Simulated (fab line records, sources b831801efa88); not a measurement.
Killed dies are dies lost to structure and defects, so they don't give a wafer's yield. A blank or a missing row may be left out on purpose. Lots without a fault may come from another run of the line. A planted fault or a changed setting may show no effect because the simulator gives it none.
A struck lot beside a sound one | flow sfq_line | 14 steps out of a route of 325
Sound: wafers L716.1, L716.3, L716.5. Struck: wafers L715.1, L715.2, L715.3. The cause comes at the end.
At each step with rows: each side's tool, then ch and its chambers, then its first start. Under that, the readings that differ: sound wafers | struck wafers | difference of the means | sigmas: that difference in standard deviations of wafers without a fault.
alike: readings whose means differ by less than 2 such deviations, and words and numbers that are the same on both sides. not compared: withheld readings, readings that some wafer has no value for, bounds like >300 that may hide the same value, and numbers for which the record gives no deviation and whose values overlap.
The two part at a step that has a row with sigmas, a row that says differs or no value, or rows on one side only. Numbers that don't overlap but have no deviation are shown without sigmas and don't part them. A reading that every wafer of one side lacks parts them only if that side has two wafers or more.

SFQ_M1_OVL_MEAS_911:
  sound on overlay-01, day 19 02:31; struck on overlay-02, day 19 01:19
  alike: M1_OVL
SFQ_TRILAYER_M1_BARC_OPEN_METAL_ETCH_054: etches BARC in O2, target depth 125 nm, time 41.7 s.
  sound on rie_metal-01 ch 0, day 19 02:34; struck on rie_metal-04 ch 0,1, day 19 01:22
  alike: drypump_motor_current_A, oes_product_au
  not compared: rf_hours_counter_h
SFQ_TRILAYER_M1_ETCH_METAL_ETCH_042: etches Nb in Cl2/Ar, stops on SiO2, target depth 240 nm, time 120 s.
  sound on rie_metal-01 ch 0, day 19 02:37; struck on rie_metal-04 ch 0,1, day 19 01:25
  reading               | sound             | struck            | difference | sigmas
  oes_product_au (a.u.) | 0.902 0.900 0.907 | 0.885 0.889 0.890 | -0.015     | -2
  alike: drypump_motor_current_A
  not compared: rf_hours_counter_h
SFQ_TRILAYER_M1_STRIP_STRIP_043: strips in O2.
  sound on rie_metal-01 ch 0, day 19 02:44; struck on rie_metal-04 ch 0,1, day 19 01:32
  alike: drypump_motor_current_A, oes_product_au
  not compared: rf_hours_counter_h
then, 1 step without rows for these wafers: SFQ_TRILAYER_M1_STRIP_SOLV_CLEAN_044 (cleans in NMP, time 600 s).
SFQ_TRILAYER_I1_DEP_PECVD_045: deposits SiO2 from SiH4/N2O, time 111.11 s, target thk 500 nm.
  sound on pecvd-04 ch 0,2, day 19 03:31; struck on pecvd-01 ch 0,1,2, day 19 02:19
  alike: heater_power_w, throttle_valve_pct
then, 1 step without rows for these wafers: SFQ_TRILAYER_I1_CMP_CMP_046 (polishes SiO2).
SFQ_I1_BOW_MEAS_912:
  sound on film_metro-02, day 19 07:15; struck on film_metro-01, day 19 06:28
  alike: I1_BOW
SFQ_TRILAYER_I1_METRO_MEASURE_047:
  sound on film_metro-02, day 19 07:22; struck on film_metro-01, day 19 06:35
  alike: thk_nm
then, 3 steps without rows for these wafers: SFQ_TRILAYER_I1_VIA_LITHO_COAT_054 (resist thk 62 nm); SFQ_TRILAYER_I1_VIA_LITHO_COAT_049 (resist thk 650 nm); SFQ_TRILAYER_I1_VIA_LITHO_SOFTBAKE_053.
-- the record jumps here: 6 days lie between the struck wafers' starts before and after --
SFQ_TRILAYER_I1_VIA_LITHO_EXPOSE_050: exposes mask I1, target cd 500 nm.
  sound on krf_scanner-01 ch 0, day 25 10:05; struck on krf_scanner-01, day 25 07:41
  no value came back on the struck wafers for exposure_dose_mJ_cm2, focus_offset_nm (nm), sigma_outer; on the sound wafers exposure_dose_mJ_cm2 reads 21.295 21.295 21.297
  alike: mask
then, 1 step without rows for these wafers: SFQ_TRILAYER_I1_VIA_LITHO_PEB_052 (peb time 60 s).

WHERE THEY PART
First at SFQ_TRILAYER_M1_ETCH_METAL_ETCH_042; last, within this record, at SFQ_TRILAYER_I1_VIA_LITHO_EXPOSE_050.

WHY: what the simulator had put in
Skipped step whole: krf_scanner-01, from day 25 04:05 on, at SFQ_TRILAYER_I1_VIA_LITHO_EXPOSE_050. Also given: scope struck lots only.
